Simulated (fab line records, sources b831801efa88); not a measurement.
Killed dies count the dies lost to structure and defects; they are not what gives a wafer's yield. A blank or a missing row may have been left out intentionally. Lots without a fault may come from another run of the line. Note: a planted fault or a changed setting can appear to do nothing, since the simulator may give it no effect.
Which tool was responsible? + flow gf180mcu + 72 wafers from 24 lots sampled at 3 of the route's 602 steps

WHAT THE GAUGES SHOWED, per wafer
GF_CONTACT_OVL_MEAS_15. Usual: CONTACT_OVL 1 nm, standard deviation 5.4.
| lot  | measured     | on         | CONTACT_OVL (nm) | flag |
|------|--------------|------------|------------------|------|
| L074 | day 16 01:20 | overlay-02 | 10 -6 -5         |      |
| L075 | day 16 12:35 | overlay-02 | -10 -7 0         |      |
| L076 | day 16 21:14 | overlay-01 | 4 -1 -3          |      |
| L077 | day 17 04:59 | overlay-02 | 2 4 3            |      |
| L078 | day 17 15:53 | overlay-01 | 6 4 -1           |      |
| L079 | day 18 01:20 | overlay-01 | -9 -2 3          |      |
| L080 | day 18 04:32 | overlay-02 | -3 -1 -3         |      |
| L081 | day 18 13:08 | overlay-01 | -3 -4 3          |      |
| L082 | day 19 09:59 | overlay-02 | -3 7 9           |      |
| L083 | day 19 11:35 | overlay-02 | 6 -1 -2          |      |
| L084 | day 19 19:53 | overlay-02 | 1 6 7            |      |
| L085 | day 20 05:05 | overlay-02 | 7 13 8           |      |
| L086 | day 20 18:23 | overlay-01 | 7 13 4           |      |
| L087 | day 20 22:23 | overlay-02 | 5 -3 -3          |      |
| L088 | day 21 06:41 | overlay-01 | 3 3 -1           |      |
| L089 | day 21 12:57 | overlay-02 | 8 6 -1           |      |
| L090 | day 21 21:29 | overlay-01 | -4 -1 -7         |      |
| L091 | day 22 02:41 | overlay-02 | -4 -2 -6         |      |
| L092 | day 22 13:47 | overlay-01 | -3 -5 -5         |      |
| L093 | day 23 01:38 | overlay-01 | 0 -7 -5          |      |
| L094 | day 23 09:23 | overlay-02 | 8 -5 -2          |      |
| L095 | day 23 15:41 | overlay-01 | 3 4 0            |      |
| L096 | day 23 21:23 | overlay-01 | 6 -2 4           |      |
| L097 | day 24 06:29 | overlay-01 | 10 0 2           |      |

GF_V3_CD_MEAS_14 targets a cd of 260 nm. Usual: cdNm reads 259.8 nm (standard deviation 1.3).
| lot  | measured     | on       | cdNm (nm)         | flag |
|------|--------------|----------|-------------------|------|
| L074 | day 22 07:58 | cdSem-02 | 258.2 258.0 258.5 |      |
| L075 | day 22 19:51 | cdSem-02 | 259.0 258.9 258.1 |      |
| L076 | day 23 02:52 | cdSem-01 | 260.1 259.6 259.4 |      |
| L077 | day 23 12:01 | cdSem-01 | 260.4 260.7 260.6 |      |
| L078 | day 23 23:25 | cdSem-01 | 258.2 259.6 259.3 |      |
| L079 | day 24 07:01 | cdSem-01 | 258.2 259.2 260.4 |      |
| L080 | day 24 10:48 | cdSem-02 | 261.5 261.1 260.6 |      |
| L081 | day 24 19:31 | cdSem-02 | 259.9 259.5 260.0 |      |
| L082 | day 25 15:22 | cdSem-02 | 260.2 261.0 260.2 |      |
| L083 | day 25 16:00 | cdSem-02 | 261.9 261.5 261.9 |      |
| L084 | day 25 23:17 | cdSem-02 | 257.6 258.9 258.1 |      |
| L085 | day 26 06:19 | cdSem-02 | 261.4 261.0 262.2 |      |
| L086 | day 26 18:19 | cdSem-01 | 260.3 259.9 261.3 |      |
| L087 | day 26 22:25 | cdSem-01 | 259.4 261.1 259.7 |      |
| L088 | day 27 05:28 | cdSem-01 | 261.7 261.5 261.7 |      |
| L089 | day 27 10:04 | cdSem-02 | 259.5 258.1 257.2 |      |
| L090 | day 27 16:11 | cdSem-01 | 259.2 258.0 258.6 |      |
| L091 | day 27 21:21 | cdSem-02 | 260.1 260.7 260.3 |      |
| L092 | day 28 06:49 | cdSem-02 | 259.4 258.7 259.6 |      |
| L093 | day 28 16:55 | cdSem-01 | 260.6 260.1 259.9 |      |
| L094 | day 28 23:28 | cdSem-02 | 260.6 261.1 262.0 |      |
| L095 | day 29 05:22 | cdSem-01 | 259.7 258.5 258.9 |      |
| L096 | day 29 09:12 | cdSem-01 | 258.1 258.0 258.9 |      |
| L097 | day 29 17:15 | cdSem-02 | 258.3 257.5 258.1 |      |

GF_V5_THK_MEAS_01. Usual: V5_CVD_00_THK 299.8 nm, standard deviation 2.6.
| lot  | measured     | on           | V5_CVD_00_THK (nm) | flag |
|------|--------------|--------------|--------------------|------|
| L074 | day 26 06:09 | filmMetro-01 | 298.1 300.3 293.3  |      |
| L075 | day 26 17:09 | filmMetro-01 | 299.5 299.4 301.8  |      |
| L076 | day 27 00:23 | filmMetro-03 | 298.4 299.5 294.6  |      |
| L077 | day 27 08:53 | filmMetro-02 | 301.6 297.8 302.7  |      |
| L078 | day 27 19:04 | filmMetro-02 | 300.5 299.4 302.5  |      |
| L079 | day 28 01:13 | filmMetro-01 | 300.5 295.7 300.9  |      |
| L080 | day 28 05:13 | filmMetro-03 | 301.0 300.5 304.1  |      |
| L081 | day 28 11:02 | filmMetro-03 | 297.6 298.1 297.3  |      |
| L082 | day 29 04:08 | filmMetro-01 | 300.8 307.6 303.7  |      |
| L083 | day 29 06:31 | filmMetro-01 | 300.3 295.4 301.8  |      |
| L084 | day 29 12:28 | filmMetro-03 | 302.0 298.9 302.8  |      |
| L085 | day 29 19:29 | filmMetro-02 | 300.2 298.2 298.1  |      |
| L086 | day 30 07:13 | filmMetro-03 | 302.6 303.3 300.1  |      |
| L087 | day 30 11:01 | filmMetro-02 | 298.7 299.1 298.7  |      |
| L088 | day 30 16:10 | filmMetro-03 | 298.6 296.8 302.8  |      |
| L089 | day 30 20:32 | filmMetro-03 | 296.5 302.3 300.2  |      |
| L090 | day 31 01:55 | filmMetro-02 | 301.7 298.5 301.9  |      |
| L091 | day 31 05:51 | filmMetro-03 | 300.9 300.9 299.7  |      |
| L092 | day 31 15:01 | filmMetro-03 | 300.1 300.8 302.0  |      |
| L093 | day 32 01:29 | filmMetro-02 | 299.8 305.0 296.1  |      |
| L094 | day 32 05:16 | filmMetro-03 | 302.9 302.1 305.9  |      |
| L095 | day 32 10:34 | filmMetro-03 | 299.1 300.6 301.1  |      |
| L096 | day 32 14:36 | filmMetro-02 | 303.4 301.3 299.1  |      |
| L097 | day 32 21:11 | filmMetro-03 | 294.1 295.8 294.7  |      |

TOOL THAT RAN EACH LOT (tool first, then ch and the chambers of the sampled wafers, then the start)
Record: no process step prior to these readings.

WHAT THE TOOLS THEMSELVES READ (means of the sampled wafers that have a number; where no wafer has one, the mark that the record gives instead)
The record holds no such reading with a usual standard deviation.

THE ANSWER, worked out from the rows above alone
Rule: take the mean of a lot's wafers that have a number; if it is more than 3 standard deviations from the usual mean, the lot is off. A lot without any number at a reading at which 4 lots or more have one is off too. Any other lot the step has rows for is counted as sound. The gauges are gone through in route order, then the tools' own readings, and for those a lot's mean is taken as printed above. At the first step where some lot is off, the reading lying furthest off is the one used; lots without a number count as furthest.
Nothing can be told from this: no lot is off at any reading shown.

WHAT WAS PUT IN BY THE SIMULATOR
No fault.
